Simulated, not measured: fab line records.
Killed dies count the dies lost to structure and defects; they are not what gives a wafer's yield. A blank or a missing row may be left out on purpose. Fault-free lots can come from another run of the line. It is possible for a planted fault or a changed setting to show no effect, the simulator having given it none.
Which of the tools did it? ; flow sky130 ; 14 lots, 42 wafers sampled, at 2 steps of a route of 708

## WHAT THE GAUGES SHOWED, per wafer
SKY_FIELD_ISO_THK_MEAS_25. Usual: FIELD_ISO_CVD_24_THK gives 594 nm (standard deviation 6.6).
lot;measured;on;FIELD_ISO_CVD_24_THK (nm);flag
L378;day 2 09:46;film metro-03;600 589 596;
L379;day 2 15:26;film metro-03;592 594 587;
L380;day 2 21:13;film metro-02;594 594 594;
L381;day 3 02:32;film metro-03;593 585 592;
L382;day 3 05:49;film metro-02;591 594 599;
L383;day 3 09:02;film metro-03;594 597 595;
L384;day 3 14:05;film metro-03;600 594 597;
L389;day 4 17:41;film metro-02;587 595 590;
L390;day 4 21:53;film metro-03;599 606 596;
L391;day 5 03:23;film metro-03;608 602 596;
L395;day 6 01:00;film metro-03;594 594 592;
L397;day 6 10:52;film metro-03;591 595 599;
L399;day 7 04:43;film metro-02;588 593 581;
L401;day 7 07:35;film metro-02;594 585 579;

SKY_PWDE_OVL_MEAS_07. Usual: PWDE_OVL gives 0.8 nm (standard deviation 1.7).
lot;measured;on;PWDE_OVL (nm);flag
L378;day 3 20:35;overlay-01;0.7 1.2 3.7;
L379;day 4 04:17;overlay-01;0.6 -0.5 0.4;
L380;day 4 11:32;overlay-02;-2.6 -2.4 -1.3;
L381;day 4 16:22;overlay-02;-0.7 -0.6 -2.1;
L382;day 4 18:49;overlay-01;0.7 -0.9 0.0;
L383;day 4 22:26;overlay-01;-0.7 -0.6 -2.5;
L384;day 5 05:05;overlay-01;2.8 1.0 2.4;
L389;day 6 11:17;overlay-02;-0.7 0.6 -1.3;
L390;day 6 17:43;overlay-02;0.3 -0.6 0.4;
L391;day 6 21:12;overlay-01;-0.7 0.1 0.2;
L395;day 7 21:17;overlay-02;1.9 0.9 1.3;
L397;day 8 06:29;overlay-02;-0.1 -0.7 1.9;
L399;day 9 00:17;overlay-02;-0.6 -1.2 -0.8;
L401;day 9 09:17;overlay-01;4.8 2.3 4.5;

## WHAT TOOL EACH LOT RAN ON (gives the tool, then ch and the chambers of the sampled wafers, and finally the start)
Before these readings, the record contains no process step.

## WHAT THE TOOLS THEMSELVES READ (means of the sampled wafers that have a number; where no wafer has one, the mark that the record gives instead)
The record holds no such reading with a usual standard deviation.

## THE ANSWER, worked out from the rows above alone
Rule: take the mean of a lot's wafers that have a number; if it is more than 3 standard deviations from the usual mean, the lot is off. Also off: a lot with no number at a reading for which 4 or more lots have one. All remaining lots with rows at the step are treated as sound. Order of review: gauges by route order, followed by the tools' own readings, for which a lot's mean as printed above is used. The first step at which some lot is off is used, and at that step the reading that is off furthest; a lot without a number counts as furthest.
No lot is off at any reading shown: from this, nothing can be told.

## WHAT THE SIMULATOR HAD INSERTED
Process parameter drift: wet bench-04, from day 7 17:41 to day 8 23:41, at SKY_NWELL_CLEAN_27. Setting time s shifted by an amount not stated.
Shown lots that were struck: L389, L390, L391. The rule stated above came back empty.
